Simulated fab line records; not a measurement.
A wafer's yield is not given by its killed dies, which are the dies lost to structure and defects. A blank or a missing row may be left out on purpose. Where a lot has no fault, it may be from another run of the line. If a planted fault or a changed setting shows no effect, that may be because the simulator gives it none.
Which of the tools did it? ; flow gf180mcu ; 13 lots with 39 wafers sampled at 5 steps, on a route of 602 steps

WHAT THE GAUGES SHOWED, per wafer
GF_POLY_GATE_OVL_MEAS_11.
lot;measured;on;POLY_GATE_OVL (nm)
L512;day 9 01:43;overlay-02;2 -2 -2
L513;day 9 12:50;overlay-02;12 10 10
L515;day 10 00:43;overlay-02;2 7 6
L522;day 12 04:37;overlay-02;2 -2 1
L524;day 12 23:25;overlay-02;8 0 4
L526;day 13 12:28;overlay-01;11 2 8
L527;day 13 18:46;overlay-01;4 7 12
L529;day 14 08:35;overlay-02;11 11 9
L530;day 14 16:22;overlay-01;-1 8 3
L531;day 14 23:01;overlay-02;4 0 -4
L532;day 15 03:58;overlay-01;2 3 8
L533;day 15 10:19;overlay-01;3 8 10
L534;day 15 20:30;overlay-01;3 11 2

GF_HV_LDD_OVL_MEAS_08.
lot;measured;on;HV_LDD_OVL (nm)
L512;day 9 20:55;overlay-02;0.9 1.2 -0.9
L513;day 10 08:38;overlay-02;1.1 1.3 -0.4
L515;day 10 19:37;overlay-02;-0.5 -1.6 -1.4
L522;day 13 02:45;overlay-01;0.0 0.2 -1.2
L524;day 13 21:19;overlay-02;-0.2 -2.9 -0.7
L526;day 14 12:11;overlay-01;-3.1 -0.7 -2.4
L527;day 14 16:48;overlay-01;0.6 -0.4 0.1
L529;day 15 08:40;overlay-01;-0.1 1.6 0.2
L530;day 15 15:33;overlay-01;-2.2 -1.0 -1.0
L531;day 15 22:07;overlay-01;1.6 1.5 -0.6
L532;day 16 03:49;overlay-02;0.7 -1.3 -0.8
L533;day 16 12:57;overlay-01;-0.3 -1.0 1.3
L534;day 16 21:43;overlay-02;-0.7 -0.9 -0.7

GF_HV_LDD_TW_MEAS_11.
lot;measured;on;HV_LDD_TW
L512;day 9 21:13;film metro-01;2396 2389 2387
L513;day 10 08:55;film metro-04;2426 2411 2404
L515;day 10 19:54;film metro-02;2475 2473 2489
L522;day 13 03:02;film metro-02;2489 2468 2498
L524;day 13 21:37;film metro-02;2470 2485 2491
L526;day 14 12:29;film metro-02;2472 2481 2474
L527;day 14 17:05;film metro-02;2450 2466 2455
L529;day 15 08:58;film metro-01;2387 2407 2406
L530;day 15 15:50;film metro-04;2427 2415 2416
L531;day 15 22:25;film metro-01;2402 2407 2395
L532;day 16 04:07;film metro-01;2403 2411 2412
L533;day 16 13:14;film metro-04;2432 2436 2418
L534;day 16 22:00;film metro-04;2424 2420 2412

GF_HV_LDD_CD_MEAS_19: target cd 400 nm.
lot;measured;on;cd nm (nm)
L512;day 10 15:02;cd sem-02;399.3 401.9 397.3
L513;day 11 02:48;cd sem-01;402.0 401.3 401.8
L515;day 11 14:38;cd sem-01;402.0 404.2 403.9
L522;day 13 23:23;cd sem-01;435.3 436.3 436.8
L524;day 14 18:27;cd sem-01;435.1 434.8 435.5
L526;day 15 10:00;cd sem-02;398.1 396.4 396.3
L527;day 15 14:39;cd sem-01;400.8 401.7 398.9
L529;day 16 06:11;cd sem-02;398.7 401.6 400.4
L530;day 16 14:05;cd sem-01;397.6 397.6 395.8
L531;day 16 20:02;cd sem-01;403.0 402.5 403.4
L532;day 17 02:33;cd sem-01;399.2 401.9 400.7
L533;day 17 11:48;cd sem-01;397.8 400.2 400.8
L534;day 17 20:54;cd sem-01;400.1 399.5 401.4

EACH LOT AND THE TOOL THAT RAN IT (in order: tool; ch and the chambers of the sampled wafers; start)
lot;GF_HV_LDD_COAT_14
L512;litho track-01 ch 0, day 10 05:36
L513;litho track-03 ch 0, day 10 17:40
L515;litho track-03 ch 0, day 11 04:35
L522;litho track-01 ch 0, day 13 12:51
L524;litho track-01 ch 0, day 14 07:51
L526;litho track-04 ch 0, day 14 22:34
L527;litho track-04 ch 0, day 15 03:35
L529;litho track-04 ch 0, day 15 18:53
L530;litho track-04 ch 0, day 16 02:17
L531;litho track-04 ch 0, day 16 08:38
L532;litho track-01 ch 0, day 16 15:15
L533;litho track-04 ch 0, day 16 23:59
L534;litho track-04 ch 0, day 17 09:17
- GF_HV_LDD_COAT_14: resist thk 1000 nm.

AS READ BY THE TOOLS THEMSELVES (means over the sampled wafers that have a number; for cases with no such wafer, the mark the record gives instead)
The record holds no such reading with a usual standard deviation.

THE ANSWER, worked out from the rows above alone
Rule: the usual values come from the lots themselves. Put in order of their means at a reading, lots are off if they are a third of the lots or fewer, leave a main group of 4 or more, and stand apart from it by a gap of 3 or more times the standard deviation of the main group's means; of several such gaps the widest counts. Not used: any main group whose means are identical at the precision the tables above print for the reading. Also off: a lot with no number at a reading for which 4 or more lots have one. The other lots that the step has rows for count as sound. After the gauges, taken in route order, come the tools' own readings; for these a lot's mean is taken, as printed above. At the first step where some lot is off, the reading lying furthest off is the one used; lots without a number count as furthest.
Off at GF_HV_LDD_CD_MEAS_19 (cd nm): L522, L524. The main group: mean 400.2 nm, standard deviation 2.
A tool fits if, at a process step before that reading, it ran every lot that is off, and no sound lot after the first of them. The gauges at GF_HV_LDD_CD_MEAS_19 are tried like those tools. None of those tried fits.

WHAT WAS PUT IN BY THE SIMULATOR
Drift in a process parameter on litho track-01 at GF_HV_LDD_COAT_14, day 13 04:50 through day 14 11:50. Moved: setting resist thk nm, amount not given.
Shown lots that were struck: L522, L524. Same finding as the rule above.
